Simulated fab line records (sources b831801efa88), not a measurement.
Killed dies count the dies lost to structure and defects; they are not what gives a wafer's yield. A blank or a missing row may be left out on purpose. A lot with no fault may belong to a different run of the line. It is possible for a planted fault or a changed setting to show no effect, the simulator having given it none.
Problem report, 8D (eight disciplines) form, completed by code	flow gf180mcu	the parts of the form that need people (team, actions taken, sign-off) are left out

1. WHAT IS WRONG
STI_CVD_03_THK at GF_STI_THK_MEAS_04 reads a mean of 231.5 nm on 3 wafers of 1 lot; wafers without a fault read 207.6 nm with a standard deviation of 2. That puts it +12 standard deviations away from the usual mean.
Earliest sighting: wafer L384.3 on film_metro-01 at day 3 10:35. The record has a number at this step for 36 wafers belonging to 12 lots. The rule behind "out" and "out of limits": a value lying over 4 standard deviations away from the usual mean. Any other wafer with a number is counted as sound.

2. WHAT THIS IS AND IS NOT
question	is	is not
which readings at this step	STI_CVD_03_THK	-
which lots	L384	L375, L377, L378, L379, L380, L381, L382, L385, L387, L396, L397
which wafers of those lots	all that have a number	-
read on which gauges	film_metro-01	film_metro-02, film_metro-03
when	from day 3 10:35	up to then (21 sound wafers); but 12 sound wafers of L385, L387, L396, L397 came after

3. THE SUSPECTS, EACH WITH WHAT RULES IT OUT
Counting: a tool at any process step up to the reading remains a suspect when it ran all the lots that are out and ran no sound lot after the first of those.
- the gauge at GF_STI_THK_MEAS_04: ruled out. All the wafers that are out were read on film_metro-01, but those of them that GF_STI_ETCH_13 has rows for are out there too, on other tools.
- lpcvd-01 at GF_STI_CVD_03 (deposits Si3N4 from DCS/NH3, target thk 207.16 nm, time 3551 s): kept. It ran the lot that is out, L384 (day 3 08:34), and no sound lot after that; its last sound lot up to then is L381 (day 2 20:14).
The count leaves lpcvd-01 at GF_STI_CVD_03.

4. THE CAUSE (what the simulator had put in)
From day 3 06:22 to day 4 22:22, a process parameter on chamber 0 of lpcvd-01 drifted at GF_STI_CVD_03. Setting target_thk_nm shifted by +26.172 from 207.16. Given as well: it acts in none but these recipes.
After counting, this tool was the only one left.

5. THE CHAIN OF EFFECTS, in route order
Each row: a reading whose mean over the struck wafers that have a number lies more than 3 standard deviations from the usual. Scope: only readings with a usual standard deviation given in the record; hours: median across lots of the time from each lot's start at the first step in this table that gives one to its start at this step; sigmas: change in usual standard deviations.
hours	step	reading	usual	on struck wafers	change	sigmas
0	GF_STI_THK_MEAS_04	STI_CVD_03_THK	207.6 nm	231.5	+23.9	+12
13	GF_STI_ETCH_13	oes_product_au	0.834 a.u.	0.885	+0.051	+8.6
It contains these process steps:
- GF_STI_ETCH_13: etches the open film in CHF3/O2, stops on Si, target depth 282.31 nm, time 112.9 s.
At these later measuring or inspecting steps, every struck wafer for which the step has a row has a number for every such reading, and none has moved that far: GF_STI_THK_MEAS_24, GF_HV_LDD_OVL_MEAS_47, GF_V1_BOW_MEAS_05.

6. WHAT WOULD HAVE CAUGHT IT SOONER
Counted from the fault's start at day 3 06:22, it took 4 hours until the first out-of-limits reading at a measuring or inspecting step in this record, taken at day 3 10:35.
No tool reading at GF_STI_CVD_03 that has a usual standard deviation in the record was out on any struck wafer, so an alarm limit of 4 standard deviations on those readings would not have fired.
By day 3 10:35 the whole set of lots that are out, 1 in number, had already begun GF_STI_CVD_03 on lpcvd-01. Holding the tool at that point would not have protected any of them.
